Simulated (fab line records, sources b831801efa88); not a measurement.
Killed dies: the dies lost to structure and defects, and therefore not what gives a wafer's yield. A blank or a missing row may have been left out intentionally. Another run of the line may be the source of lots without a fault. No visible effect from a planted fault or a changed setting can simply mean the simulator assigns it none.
A lot that was struck, set against a sound lot || flow gf180mcu || 14 steps out of a route of 602
Sound: the wafers L800.3, L800.5, L800.6. Wafers L790.1, L790.2, L790.3 were the ones struck. Last of all comes the cause.
At each step with rows: each side's tool, then ch and its chambers, then its first start. Under that, the readings that differ: sound wafers || struck wafers || difference of the means || sigmas: that difference in standard deviations of wafers without a fault.
alike: readings with means less than 2 such deviations apart, plus words and numbers identical on both sides. not compared: withheld readings, readings lacking a value on some wafer, bounds such as >300 that could conceal the same value, and numbers that have no deviation in the record and whose values overlap.
Wherever a step has rows on one side only, a row that says differs or no value, or a row with sigmas, the two part there. Numbers that don't overlap but have no deviation are shown without sigmas and don't part them. A reading that every wafer of one side lacks parts them only if that side has two wafers or more.

GF_V3_CD_MEAS_14: the cd target is 260 nm.
  sound on cd-sem-01, day 29 05:40; struck on cd-sem-01, day 26 09:22
  alike: cd-nm
GF_V3_OVL_MEAS_15:
  sound on overlay-01, day 29 05:46; struck on overlay-01, day 26 09:29
  alike: V3_OVL
GF_V3_ETCH_16: etches BARC in N2/H2.
  sound on rie-diel-02 ch 0,3, day 29 05:47; struck on rie-diel-01 ch 0,2,3, day 26 09:32
  alike: drypump-motor-current-A, oes-product-au, throttle-valve-pct
GF_V3_ETCH_17: etches SiO2 in C4F8/O2/Ar, stops on TiN, target depth 635 nm.
  sound on rie-diel-02 ch 0,3; struck on rie-diel-01 ch 0,2,3
  alike: oes-product-au
GF_V3_STRIP_18: strips in O2/N2.
  sound on plasma-asher-01 ch 0,1, day 29 05:56; struck on plasma-asher-01 ch 0,1, day 26 09:40
  alike: drypump-motor-current-A, heater-power-w, oes-product-au
  not compared: rf-hours-counter-h
then, 2 steps without rows for these wafers: GF_V3_STRIP_19 (strips in post etch residue remover, time 1200 s); GF_V3_CLEAN_20 (cleans in DIW).
GF_V3_SPUTTER_21: material Ti, target thk 15 nm, time 80.02 s.
  sound on pvd-sputter-01, day 29 06:26; struck on pvd-sputter-02, day 26 10:14
  alike: throttle-valve-pct
GF_V3_SPUTTER_22: material TiN, target thk 10 nm, time 40 s.
  sound on pvd-sputter-01, day 29 06:31; struck on pvd-sputter-02, day 26 10:17
  alike: throttle-valve-pct
then, 1 step without rows for these wafers: GF_V3_CVD_23 (deposits W, target thk 350 nm, time 104.9 s).
GF_V3_RS_MEAS_24: measures by four-point-probe.
  sound on film-metro-02, day 29 06:42; struck on film-metro-02, day 26 10:26
  alike: V3_W_RS
GF_V3_THK_MEAS_25: measures by xrf.
  sound on film-metro-02, day 29 06:48; struck on film-metro-02, day 26 10:34
  alike: V3_W_THK
GF_V3_CMP_26: polishes, stops on SiO2, t overpolish 15 s, target thk 0 nm.
  sound on cmp-01 ch 1,2, day 29 06:50; struck on cmp-02 ch 0,1,3, day 26 10:37
{"reading": "overpolish-run-s (s)", "sound": "15.010 14.990 15.010", "struck": "0.036 0.038 0.039", "difference": -14.966, "sigmas": "-99 or more"}
{"reading": "time-to-endpoint-s (s)", "sound": "91 95 87", "struck": "129 126 129", "difference": "+37", "sigmas": "+10"}
  alike: motor-current-A
-- the record jumps here: 6 days lie between the struck wafers' starts before and after (it left off in module V3 and takes up again in module PASSIVATION, whose first step shown is number 602 of the route) --
GF_PASSIVATION_PROBE_99:
  rows exist in the record for the struck wafers here (prober-01, day 32 08:46), but not for the sound ones

== WHERE THEY PART ==
At GF_V3_CMP_26 first; at GF_PASSIVATION_PROBE_99 last (within this record only).

WHY: the cause the simulator had injected
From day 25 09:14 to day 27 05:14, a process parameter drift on cmp-02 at GF_V3_CMP_26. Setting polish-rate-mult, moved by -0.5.
